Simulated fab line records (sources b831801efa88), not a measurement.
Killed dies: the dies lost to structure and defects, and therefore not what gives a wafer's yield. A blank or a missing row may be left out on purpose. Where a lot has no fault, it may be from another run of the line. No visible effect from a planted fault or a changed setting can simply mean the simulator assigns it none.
fab line records    flow sky130
record: lots: 11  wafers: 33  lastDay: 50
route steps=708 shown POLY_GATE@228 LDD_HVP@285 SD_N@351 CONTACT@423
lots that met no fault: taken from a fault-free run of the same line
startH: start of the lot's first displayed wafer, in hours after the record's first day    waitH: how many hours have passed since the lot's step before this one    " as in the row above    L1.1+2: a single row standing in for several wafers    - either no value or no given start    * or withheld: withheld    < > ~ a bound
route shown NAME@n: NAME is a module with steps in the file, n the number in the route of the first one    usual: the fault-free wafers' mean and standard deviation    same: alike in all rows    chamber/n: place in a boat    sites: readings site by site    _std_site: their standard deviation    _edge_site: inner sites' mean taken away from outer sites' mean    radiusMm: for every site, how far away it sits from the centre of the wafer    mask NAME#n: copy n    behind: the tool/chamber that last shaped the wafer    hold: cause of the lot's hold/its duration in hours/its outcome    device: the n, p or np transistor that did not switch    end of line: tests run on the same wafers once the route is complete    a step given without rows: its recipe and nothing more    killed: dies that structure and defects cost at the first sort, which is not the same as the wafer's yield    map: a wafer's dies, x killed, . not, _ none there
set.NAME: the setting as run; set.NAME@STEP: as run at that earlier step    model.NAME: the simulator's own value behind a step, which no gauge read
one table for each step of the route and one row for each wafer, over a sample of lots
services: a tool's chamber out of use, with start hour (startH, from the record's first day; less than 0 if before it), hours out, and reason
== steps ==
step: SKY_POLY_GATE_OVL_MEAS_14
usual: POLY_GATE_OVL: 3/5.6
lot.wafer  tool        chamber  startH  waitH  POLY_GATE_OVL[nm]
L886.3     overlay-01  -        372.77  0.1    2
L886.4     "           -        "       "      5
L886.5     "           -        "       "      7
L888.1     overlay-01  -        417.05  0.1    7
L888.3     "           -        "       "      8
L888.5     "           -        "       "      0
L890.1     overlay-01  -        436.60  0.1    1
L890.3     "           -        "       "      -1
L890.5     "           -        "       "      -9
L892.1     overlay-02  -        440.75  0.1    -4
L892.4     "           -        "       "      -11
L892.6     "           -        "       "      -11
L893.2     overlay-02  -        448.62  0.1    3
L893.3     "           -        "       "      17
L893.5     "           -        "       "      16
L898.1     overlay-02  -        489.05  0.1    -2
L898.5     "           -        "       "      2
L898.6     "           -        "       "      1
L899.2     overlay-02  -        497.86  0.1    9
L899.3     "           -        "       "      -3
L899.5     "           -        "       "      5
L901.4     overlay-02  -        506.07  0.1    -1
L901.5     "           -        "       "      4
L901.6     "           -        "       "      8
L903.3     overlay-01  -        544.27  0.1    1
L903.4     "           -        "       "      1
L903.6     "           -        "       "      2
L904.2     overlay-02  -        554.31  0.1    -2
L904.4     "           -        "       "      -3
L904.5     "           -        "       "      3
L906.1     overlay-02  -        556.30  0.1    6
L906.4     "           -        "       "      8
L906.6     "           -        "       "      7
step: SKY_LDD_HVP_OVL_MEAS_07
usual: LDD_HVP_OVL: 0.6/1.5
lot.wafer  tool        chamber  startH  waitH  LDD_HVP_OVL[nm]
L886.3     overlay-02  -        499.64  0.1    -0.7
L886.4     "           -        "       "      0.5
L886.5     "           -        "       "      -0.2
L888.1     overlay-02  -        543.38  0.1    1.7
L888.3     "           -        "       "      -0.3
L888.5     "           -        "       "      0.6
L890.1     overlay-01  -        562.68  0.1    -1.1
L890.3     "           -        "       "      0.3
L890.5     "           -        "       "      -0.1
L892.1     overlay-01  -        565.04  0.1    0.5
L892.4     "           -        "       "      -1.5
L892.6     "           -        "       "      0.9
L893.2     overlay-01  -        572.93  0.1    0.5
L893.3     "           -        "       "      -1.6
L893.5     "           -        "       "      -0.1
L898.1     overlay-02  -        611.14  0.1    1.9
L898.5     "           -        "       "      0.1
L898.6     "           -        "       "      1.4
L899.2     overlay-02  -        622.55  0.1    -0.3
L899.3     "           -        "       "      1.0
L899.5     "           -        "       "      1.2
L901.4     overlay-01  -        626.89  0.1    1.6
L901.5     "           -        "       "      3.7
L901.6     "           -        "       "      2.5
L903.3     overlay-01  -        664.00  0.1    2.0
L903.4     "           -        "       "      0.9
L903.6     "           -        "       "      1.4
L904.2     overlay-02  -        674.43  0.1    0.0
L904.4     "           -        "       "      0.5
L904.5     "           -        "       "      0.1
L906.1     overlay-02  -        676.03  0.1    -1.2
L906.4     "           -        "       "      0.7
L906.6     "           -        "       "      0.9
step: SKY_SD_N_IMPLANT_09
recipe: species: As  energyKev: 50  doseCm2: 4e+15  tiltDeg: 0
usual: beamOnS: 18.5/0.92  doseIonsCm2: 4.001e+15/4e+12  faradayCurrentUA: 11862/580
same: implantIonAmu: 75
lot.wafer  tool          chamber  startH  waitH  beamOnS  doseIonsCm2  faradayCurrentUA
L886.3     implanter-04  0        666.35  0.1    19.1     4.002e+15    11515
L886.4     "             0        "       "      19.2     3.993e+15    11408
L886.5     "             0        "       "      19.2     3.994e+15    11393
L888.1     implanter-03  0        691.60  0.0    18.6     4.004e+15    11768
L888.3     "             0        "       "      19.2     3.996e+15    11425
L888.5     "             0        "       "      18.1     4.003e+15    12072
L890.1     implanter-04  0        711.85  0.0    19.2     3.999e+15    11416
L890.3     "             0        "       "      19.6     3.992e+15    11086
L890.5     "             0        "       "      19.2     4e+15        11391
L892.1     implanter-04  0        713.60  0.0    18.7     3.991e+15    11747
L892.4     "             0        "       "      19.0     3.992e+15    11579
L892.6     "             0        "       "      19.2     3.995e+15    11481
L893.2     implanter-01  0        718.13  0.0    16.9     4.001e+15    12951
L893.3     "             0        "       "      16.7     3.998e+15    13007
L893.5     "             0        "       "      17.6     4e+15        12428
L898.1     implanter-04  0        755.85  0.0    10.3     1.761e+15    9347
L898.5     "             0        "       "      9.8      1.76e+15     9873
L898.6     "             0        "       "      10.3     1.77e+15     9343
L899.2     implanter-03  0        764.26  0.0    18.1     4.006e+15    12125
L899.3     "             0        "       "      18.3     4.005e+15    12007
L899.5     "             0        "       "      18.6     4.003e+15    11813
L901.4     implanter-04  0        771.11  0.1    9.7      1.763e+15    9902
L901.5     "             0        "       "      10.0     1.759e+15    9601
L901.6     "             0        "       "      10.0     1.754e+15    9669
L903.3     implanter-03  0        803.28  0.1    18.0     3.999e+15    12102
L903.4     "             0        "       "      18.1     3.997e+15    12190
L903.6     "             0        "       "      18.1     4e+15        12081
L904.2     implanter-01  0        811.46  0.0    17.3     4e+15        12555
L904.4     "             0        "       "      16.7     4.001e+15    13107
L904.5     "             0        "       "      17.1     4.006e+15    12680
L906.1     implanter-03  0        815.75  0.0    18.6     3.998e+15    11728
L906.4     "             0        "       "      18.0     4.001e+15    12162
L906.6     "             0        "       "      18.3     4.001e+15    11962
step: SKY_SD_N_STRIP_11
recipe: chemistry: O2/N2  powerW: 1400  pressureMtorr: 1500  platenTempC: withheld  o2FlowSccm: 3000  n2FlowSccm: 300  overashFraction: 0.5
usual: drypumpMotorCurrentA: 5.7/0.36  n2FlowSccm: 300.0/0.88  oesProductAu: 0.527/0.0047  stripTimeToEndpointS: 22.55/0.05
same: overashFraction: 0.5
lot.wafer  tool            chamber  startH  waitH  drypumpMotorCurrentA  n2FlowSccm  oesProductAu  rfHoursCounterH  stripTimeToEndpointS
L886.3     plasmaAsher-01  1        666.63  0.1    5.9                   299.4       0.529         -                22.61
L886.4     "               0        "       "      5.6                   300.2       0.533         -                22.60
L886.5     "               0        "       "      5.6                   301.4       0.528         -                22.58
L888.1     plasmaAsher-03  0        691.90  0.1    6.2                   301.7       0.529         89               22.48
L888.3     "               0        "       "      6.2                   300.3       0.530         -                22.55
L888.5     "               0        "       "      6.2                   300.3       0.525         -                22.53
L890.1     plasmaAsher-02  0        712.15  0.1    5.1                   302.3       0.525         103              22.60
L890.3     "               1        "       "      5.9                   301.6       0.526         -                22.60
L890.5     "               0        "       "      5.2                   299.4       0.526         -                22.54
L892.1     plasmaAsher-03  1        713.90  0.1    5.8                   298.7       0.527         91               22.51
L892.4     "               0        "       "      6.2                   298.9       0.526         -                22.54
L892.6     "               0        "       "      6.2                   297.9       0.535         -                22.50
L893.2     plasmaAsher-03  1        718.40  0.1    5.8                   299.7       0.531         92               22.55
L893.3     "               0        "       "      6.2                   298.9       0.534         -                22.55
L893.5     "               0        "       "      6.2                   299.1       0.527         -                22.55
L898.1     plasmaAsher-03  1        756.15  0.1    5.8                   300.4       0.568         95               19.71
L898.5     "               0        "       "      6.2                   300.9       0.576         -                19.70
L898.6     "               1        "       "      5.8                   301.4       0.564         -                19.73
L899.2     plasmaAsher-02  0        764.53  0.1    5.1                   300.4       0.528         2                22.49
L899.3     "               1        "       "      5.9                   300.0       0.523         -                22.47
L899.5     "               1        "       "      5.9                   299.8       0.528         -                22.51
L901.4     plasmaAsher-02  1        771.37  0.1    5.9                   300.3       0.565         -                19.69
L901.5     "               0        "       "      5.1                   300.8       0.570         -                19.74
L901.6     "               1        "       "      5.9                   299.4       0.566         -                19.70
L903.3     plasmaAsher-02  1        803.57  0.1    5.9                   300.5       0.527         -                22.56
L903.4     "               0        "       "      5.1                   300.1       0.521         -                22.63
L903.6     "               0        "       "      5.1                   300.1       0.530         -                22.66
L904.2     plasmaAsher-02  1        811.73  0.1    5.9                   300.2       0.525         7                22.58
L904.4     "               1        "       "      5.9                   299.6       0.516         -                22.47
L904.5     "               0        "       "      5.2                   301.7       0.524         -                22.55
L906.1     plasmaAsher-02  0        816.05  0.1    5.1                   300.0       0.523         7                22.53
L906.4     "               1        "       "      5.8                   299.7       0.528         -                22.58
L906.6     "               0        "       "      5.1                   300.7       0.532         -                22.56
step: SKY_SD_N_TW_MEAS_12
usual: SD_N_TW: 3994/28
lot.wafer  tool          chamber  startH  waitH  hold                     SD_N_TW
L886.3     filmMetro-01  -        666.72  0.1    -                        4038
L886.4     "             -        "       "      -                        4047
L886.5     "             -        "       "      -                        4046
L888.1     filmMetro-02  -        692.00  0.1    -                        3988
L888.3     "             -        "       "      -                        3984
L888.5     "             -        "       "      -                        3981
L890.1     filmMetro-02  -        712.25  0.1    -                        3964
L890.3     "             -        "       "      -                        3984
L890.5     "             -        "       "      -                        3957
L892.1     filmMetro-01  -        714.00  0.1    -                        4015
L892.4     "             -        "       "      -                        3989
L892.6     "             -        "       "      -                        3988
L893.2     filmMetro-03  -        718.51  0.1    -                        3989
L893.3     "             -        "       "      -                        3982
L893.5     "             -        "       "      -                        3985
L898.1     filmMetro-01  -        756.25  0.1    awaitDispo/0.2h/release  3853
L898.5     "             -        "       "      awaitDispo/0.2h/release  3895
L898.6     "             -        "       "      awaitDispo/0.2h/release  3865
L898.1     filmMetro-01  -        756.47  0.2    -                        3870
L898.5     "             -        "       "      -                        3877
L898.6     "             -        "       "      -                        3866
L899.2     filmMetro-01  -        764.66  0.1    -                        3983
L899.3     "             -        "       "      -                        3998
L899.5     "             -        "       "      -                        4009
L901.4     filmMetro-03  -        771.46  0.1    awaitDispo/0.2h/release  3831
L901.5     "             -        "       "      awaitDispo/0.2h/release  3848
L901.6     "             -        "       "      awaitDispo/0.2h/release  3825
L901.4     filmMetro-03  -        771.69  0.2    -                        3834
L901.5     "             -        "       "      -                        3822
L901.6     "             -        "       "      -                        3836
L903.3     filmMetro-01  -        803.65  0.1    -                        4026
L903.4     "             -        "       "      -                        4016
L903.6     "             -        "       "      -                        4031
L904.2     filmMetro-01  -        811.84  0.1    -                        4034
L904.4     "             -        "       "      -                        4025
L904.5     "             -        "       "      -                        4059
L906.1     filmMetro-02  -        816.15  0.1    -                        3958
L906.4     "             -        "       "      -                        3975
L906.6     "             -        "       "      -                        3978
step: SKY_SD_N_RS_MEAS_16
recipe: thkMeasGauge: four-point-probe
usual: SD_N_RS: 68.52/0.13
lot.wafer  tool          chamber  startH  waitH  hold                     SD_N_RS[ohm/sq]
L886.3     filmMetro-02  -        667.02  0.1    -                        68.51
L886.4     "             -        "       "      -                        68.49
L886.5     "             -        "       "      -                        68.40
L888.1     filmMetro-03  -        692.28  0.1    -                        68.49
L888.3     "             -        "       "      -                        68.57
L888.5     "             -        "       "      -                        68.34
L890.1     filmMetro-03  -        712.53  0.1    -                        68.60
L890.3     "             -        "       "      -                        68.56
L890.5     "             -        "       "      -                        68.50
L892.1     filmMetro-03  -        714.29  0.1    -                        68.53
L892.4     "             -        "       "      -                        68.55
L892.6     "             -        "       "      -                        68.46
L893.2     filmMetro-02  -        718.81  0.1    -                        68.72
L893.3     "             -        "       "      -                        68.47
L893.5     "             -        "       "      -                        68.65
L898.1     filmMetro-03  -        758.82  0.1    awaitDispo/0.2h/release  81.32
L898.5     "             -        "       "      awaitDispo/0.2h/release  81.45
L898.6     "             -        "       "      awaitDispo/0.2h/release  81.19
L898.1     filmMetro-03  -        759.19  0.3    -                        81.30
L898.5     "             -        "       "      -                        81.15
L898.6     "             -        "       "      -                        81.31
L899.2     filmMetro-03  -        764.96  0.1    -                        68.33
L899.3     "             -        "       "      -                        68.61
L899.5     "             -        "       "      -                        68.46
L901.4     filmMetro-02  -        774.14  0.1    awaitDispo/0.2h/release  81.55
L901.5     "             -        "       "      awaitDispo/0.2h/release  81.46
L901.6     "             -        "       "      awaitDispo/0.2h/release  81.95
L901.4     filmMetro-02  -        774.50  0.3    -                        81.56
L901.5     "             -        "       "      -                        81.59
L901.6     "             -        "       "      -                        81.92
L903.3     filmMetro-03  -        803.96  0.1    -                        68.41
L903.4     "             -        "       "      -                        68.48
L903.6     "             -        "       "      -                        68.33
L904.2     filmMetro-03  -        812.14  0.1    -                        68.51
L904.4     "             -        "       "      -                        68.49
L904.5     "             -        "       "      -                        68.47
L906.1     filmMetro-03  -        816.43  0.1    -                        68.56
L906.4     "             -        "       "      -                        68.51
L906.6     "             -        "       "      -                        68.33
step: SKY_CONTACT_ETCH_17
recipe: target: SiO2  chemistry: C4F8/O2/Ar  stopOn: Si3N4  maskMaterial: KrF-thick  sourceW: 1500  biasW: 1200  pressureMtorr: 40  c4f8FlowSccm: withheld  O2_flow_sccm: 6  Ar_flow_sccm: 300  timeS: withheld  targetDepthA: 3400
usual: oesProductAu: 0.892/0.0048
lot.wafer  tool        chamber  startH  waitH  oesProductAu
L886.3     rieDiel-01  2        754.03  0.0    0.900
L886.4     "           1        "       "      0.891
L886.5     "           2        "       "      0.889
L888.1     rieDiel-01  0        777.63  0.0    0.893
L888.3     "           2        "       "      0.895
L888.5     "           2        "       "      0.885
L890.1     rieDiel-04  1        797.83  0.0    0.892
L890.3     "           3        "       "      0.891
L890.5     "           1        "       "      0.891
L892.1     rieDiel-02  1        799.13  0.0    0.892
L892.4     "           0        "       "      0.878
L892.6     "           3        "       "      0.890
L893.2     rieDiel-04  1        803.63  0.0    0.885
L893.3     "           2        "       "      0.889
L893.5     "           0        "       "      0.888
L899.2     rieDiel-04  1        848.53  0.0    0.896
L899.3     "           0        "       "      0.894
L899.5     "           3        "       "      0.890
L903.3     rieDiel-01  2        885.73  0.0    0.885
L903.4     "           0        "       "      0.895
L903.6     "           3        "       "      0.885
L904.2     rieDiel-04  1        893.24  0.0    0.886
L904.4     "           0        "       "      0.884
L904.5     "           2        "       "      0.899
L906.1     rieDiel-02  1        897.29  0.0    0.893
L906.4     "           3        "       "      0.891
L906.6     "           0        "       "      0.894
== services ==
tool            chamber  startH  hours  kind
rieDiel-04      -        643.33  0.6    repair
implanter-01    -        668.16  2.5    repair
rieDiel-02      2        671.48  11.9   repair
rieDiel-02      3        675.98  3.8    repair
implanter-03    -        680.61  4.1    pm
implanter-04    -        697.67  2.7    repair
implanter-04    -        718.24  0.8    repair
rieDiel-01      3        725.02  4.3    repair
rieDiel-04      3        733.56  5.3    repair
plasmaAsher-02  -        733.75  9.0    pm
plasmaAsher-03  -        739.03  3.2    repair
implanter-03    -        741.02  10.5   repair
rieDiel-04      1        746.83  3.4    repair
rieDiel-02      -        750.08  0.1    repair
implanter-03    -        751.49  3.4    pm
rieDiel-01      3        779.56  9.3    repair
implanter-04    -        792.39  1.4    repair
rieDiel-02      -        843.79  0.2    repair
implanter-01    -        853.96  3.5    repair
rieDiel-01      1        859.80  2.5    repair
implanter-01    -        868.54  9.6    repair
rieDiel-04      -        872.18  1.1    repair
rieDiel-02      1        872.88  7.9    repair
rieDiel-01      2        886.68  11.1   repair
== key ==
firstSign: step: SKY_SD_N_IMPLANT_09  reading: doseIonsCm2  direction: down  sigmas: 99+  usual: *  struck: *
effect: step: SKY_SD_N_IMPLANT_09  reading: beamOnS  direction: down  sigmas: 9.3  usual: 18.5  struck: 10.0
effect: step: SKY_SD_N_STRIP_11  reading: stripTimeToEndpointS  direction: down  sigmas: 57  usual: *  struck: *
effect: step: SKY_SD_N_TW_MEAS_12  reading: visit  direction: added
effect: step: SKY_SD_N_TW_MEAS_12  reading: SD_N_TW  direction: down  sigmas: 5.1  usual: 3994  struck: 3853
effect: step: SKY_SD_N_RS_MEAS_16  reading: visit  direction: added
effect: step: SKY_SD_N_RS_MEAS_16  reading: SD_N_RS  direction: up  sigmas: 99+  usual: 68.52  struck: 81.49
metAt SKY_SD_N_IMPLANT_09
struckLots L898,L901
scrappedBehind SKY_SD_N_RS_MEAS_16 L898.1,L898.5,L898.6,L901.4,L901.5,L901.6
notActingAt SKY_POLY_GATE_OVL_MEAS_14,SKY_LDD_HVP_OVL_MEAS_07,SKY_CONTACT_ETCH_17
onsetBetween 713.60 755.85
fault: kind: processParameterDrift  tool: implanter-04  chamber: -  onsetH: 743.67  steps: SKY_SD_N_IMPLANT_09  channel: doseCm2  offset: *  shape: step  endH: 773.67  actsIn: *  stated: *
